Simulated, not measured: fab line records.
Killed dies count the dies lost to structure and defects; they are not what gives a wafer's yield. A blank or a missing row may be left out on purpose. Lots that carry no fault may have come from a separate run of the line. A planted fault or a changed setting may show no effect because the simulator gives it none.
A lot that was struck, set against a sound lot -- flow sky130 -- 44 steps out of a route of 708
Sound: the wafers L203.2, L203.3, L203.5. Wafers struck: L215.1, L215.2, L215.5. The cause comes at the end.
For every step that has rows: the tool of each side, followed by ch and its chambers, followed by its first start. Under that, the readings that differ: sound wafers -- struck wafers -- difference of the means -- sigmas: that difference in standard deviations of wafers without a fault.
alike: readings whose means differ by less than 2 such deviations, and words and numbers that are the same on both sides. not compared: withheld readings, readings that some wafer has no value for, bounds like >300 that may hide the same value, and numbers for which the record gives no deviation and whose values overlap.
A row with sigmas, a row that says differs or no value, or rows on one side alone: a step with any of these is where the two part. Numbers that don't overlap but have no deviation are shown without sigmas and don't part them. Lack of a reading on every wafer of one side parts them only where that side has two or more wafers.

SKY_FIELD_ISO_STRIP_16: strips in O2/N2.
  sound on plasma asher-02 ch 1, day 3 17:14; struck on plasma asher-01 ch 0,1, day 6 09:20
  alike: drypump motor current A, oes product au, strip time to endpoint s
  not compared: rf hours counter h
SKY_FIELD_ISO_ETCH_17: etches Si in HBr/Cl2/O2, target depth 342 nm, time 97.7 s.
  sound on rie si-01 ch 1,2, day 3 17:20; struck on rie si-02 ch 0,1,2, day 6 09:26
reading,sound,struck,difference,sigmas
oes product au (a.u.),1.009 0.986 0.985,1.004 1.034 1.026,+0.028,+2
  alike: drypump motor current A, run length s, throttle valve pct
  not compared: rf hours counter h
then, 5 steps without rows for these wafers: SKY_FIELD_ISO_WET_ETCH_18 (etches Si3N4 in H3PO4, target depth 25 nm, time 286 s); SKY_FIELD_ISO_CLEAN_19 (cleans in SC1/SC2, time 150 s); SKY_FIELD_ISO_CLEAN_20 (cleans in dHF, time 20 s); SKY_FIELD_ISO_WET_ETCH_21 (etches SiO2 in dHF, target depth 20 nm, time 400 s); SKY_FIELD_ISO_OXIDATION_22 (stabilise 600 s, purge 300 s, target thk 10 nm).
SKY_FIELD_ISO_THK_MEAS_23:
  sound: film metro-03 at day 3 20:41; struck: film metro-01 at day 6 10:57
  alike: FIELD_ISO_OXIDATION_01_THK
then, 1 step without rows for these wafers: SKY_FIELD_ISO_CVD_24 (deposits SiO2, target thk 595 nm, time 99.2 s).
SKY_FIELD_ISO_THK_MEAS_25:
  sound: film metro-02 at day 3 20:49; struck: film metro-02 at day 6 11:05
  alike: FIELD_ISO_CVD_24_THK
then, 1 step without rows for these wafers: SKY_FIELD_ISO_ANNEAL_26 (time 1800 s).
SKY_FIELD_ISO_CMP_27: polishes, stops on Si3N4, t overpolish 16 s, target thk 457.8 nm.
  sound on cmp-02 ch 0,2,3, day 4 02:24; struck on cmp-01 ch 0,1,2, day 6 12:42
  alike: edge zone pressure frac, motor current A, overpolish run s, slurry filter dp kPa, time to endpoint s
SKY_FIELD_ISO_WET_ETCH_28: etches SiO2 in dHF, target depth 23.7 nm, time 47 s.
  sound on wet bench-03 ch 1, day 4 02:36; struck on wet bench-03 ch 1, day 6 12:57
reading,sound,struck,difference,sigmas
run length s (s),74 74 74,40 40 40,-34,-10
model.SiO2_of_FIELD_ISO_CVD_24.thk nm (nm),433.3 433.8 433.9,452 450.1 453.4,+18,
then, 4 steps without rows for these wafers: SKY_FIELD_ISO_WET_ETCH_29 (etches Si3N4 in H3PO4, target depth 160 nm, time 1825 s); SKY_FIELD_ISO_WET_ETCH_30 (etches SiO2 in dHF, target depth 25 nm, time 50 s); SKY_NWELL_CLEAN_00 (cleans in SC1/SC2, time 150 s); SKY_NWELL_OXIDATION_01 (stabilise 600 s, purge 300 s, target thk 10 nm).
SKY_NWELL_THK_MEAS_02:
  sound: film metro-02 at day 4 06:17; struck: film metro-04 at day 6 14:57
reading,sound,struck,difference,sigmas
NWELL_OXIDATION_THK (nm),10.29 10.28 10.25,9.72 9.75 9.71,-0.55,-3
then, 8 steps without rows for these wafers: SKY_DNWELL_DEHYDRATE_00 (time 60 s); SKY_DNWELL_HMDS_01 (prime time 60 s); SKY_DNWELL_COAT_02 (resist thk 3000 nm); SKY_DNWELL_SOFTBAKE_03; SKY_DNWELL_EXPOSE_04 (exposes mask DNM, target cd 3000 nm); SKY_DNWELL_PEB_05; SKY_DNWELL_DEVELOP_06 (develop time 60 s); SKY_DNWELL_IMPLANT_07.
SKY_DNWELL_STRIP_08: strips in O2/N2.
  sound on plasma asher-04 ch 0,1, day 4 23:34; struck on plasma asher-04 ch 0,1, day 7 10:37
  alike: drypump motor current A, oes product au, strip time to endpoint s
  not compared: rf hours counter h
SKY_DNWELL_TW_MEAS_09:
  sound: film metro-01 at day 4 23:40; struck: film metro-01 at day 7 10:43
  alike: DNWELL_TW
then, 7 steps without rows for these wafers: SKY_PWDE_DEHYDRATE_00 (time 60 s); SKY_PWDE_HMDS_01 (prime time 60 s); SKY_PWDE_COAT_02 (resist thk 3000 nm); SKY_PWDE_SOFTBAKE_03; SKY_PWDE_EXPOSE_04 (exposes mask PWDEM, target cd 840 nm); SKY_PWDE_PEB_05; SKY_PWDE_DEVELOP_06 (develop time 60 s).
SKY_PWDE_OVL_MEAS_07:
  sound: overlay-01 at day 5 17:18; struck: overlay-01 at day 8 07:07
  alike: PWDE_OVL
then, 1 step without rows for these wafers: SKY_PWDE_IMPLANT_08.
SKY_PWDE_STRIP_09: strips in O2/N2.
  sound on plasma asher-02 ch 0,1, day 5 17:29; struck on plasma asher-02 ch 0,1, day 8 07:18
  alike: drypump motor current A, oes product au, strip time to endpoint s
  not compared: rf hours counter h
SKY_PWDE_TW_MEAS_10:
  sound: film metro-01 at day 5 17:35; struck: film metro-02 at day 8 07:24
  alike: PWDE_TW
then, 3 steps without rows for these wafers: SKY_NWELL_DEHYDRATE_03 (time 60 s); SKY_NWELL_HMDS_04 (prime time 60 s); SKY_NWELL_COAT_05 (resist thk 3000 nm).
-- the record jumps here: 26 days lie between the struck wafers' starts before and after (it left off in module NWELL and takes up again in module SALICIDE, whose first step shown is number 361 of the route) --
SKY_SALICIDE_CLEAN_00: cleans in HF-last, time 30 s.
  sound on wet bench-03 ch 1, day 30 22:07; struck on wet bench-03 ch 0, day 34 03:56
reading,sound,struck,difference,sigmas
model.SiO2_of_FIELD_ISO_CVD_24.thk nm (nm),357.4 357.9 358.3,376.5 374.7 378,+18.5,
-- the record jumps here: 16 days lie between the struck wafers' starts before and after (it left off in module SALICIDE and takes up again in module PAD_OPEN, whose first step shown is number 708 of the route) --
SKY_PAD_OPEN_PROBE_99:
  sound: prober-01 at day 48 01:17; struck: prober-02 at day 50 03:02
reading,sound,struck,difference,sigmas
model.etest.res_p_drift_20v.line ohm um,1.105e+04 1.052e+04 1.053e+04,1.177e+04 1.24e+04 1.262e+04,+1.563e+03,
model.etest.res_p_drift_20v.rs ohm sq,9370 8797 8810,9714 1.032e+04 1.047e+04,+1176,
model.etest.pfet_16v.r on ohm um,1.528e+04 1.481e+04 1.484e+04,1.575e+04 1.635e+04 1.649e+04,+1.220e+03,
model.etest.res iso pwell.rs ohm sq,2917 2703 2708,3527 3845 3940,+995,
model.etest.res iso pwell.line ohm um,1110 1031 1015,1350 1464 1479,+379,
model.etest.res nwell.line ohm um,1189 1145 1120,1197 1223 1226,+64,
model.etest.res nwell.rs ohm sq,986.2 945.5 945.9,991.6 1035 1047,+65.3,
  alike: killed_at_M0_to_M3, killed_at_M4_up, killed at contacts, killed at front end, killed at other, killed dies, killed open, killed short
  not compared: model.etest.pfet_16v.drive ua um

== WHERE THEY PART ==
Earliest at SKY_FIELD_ISO_ETCH_17; latest, in this record, at SKY_NWELL_THK_MEAS_02. Later steps at which nothing parts them and some readings are alike: SKY_DNWELL_STRIP_08, SKY_DNWELL_TW_MEAS_09, SKY_PWDE_OVL_MEAS_07, SKY_PWDE_STRIP_09, SKY_PWDE_TW_MEAS_10, SKY_PAD_OPEN_PROBE_99.

WHY: what the simulator had put in
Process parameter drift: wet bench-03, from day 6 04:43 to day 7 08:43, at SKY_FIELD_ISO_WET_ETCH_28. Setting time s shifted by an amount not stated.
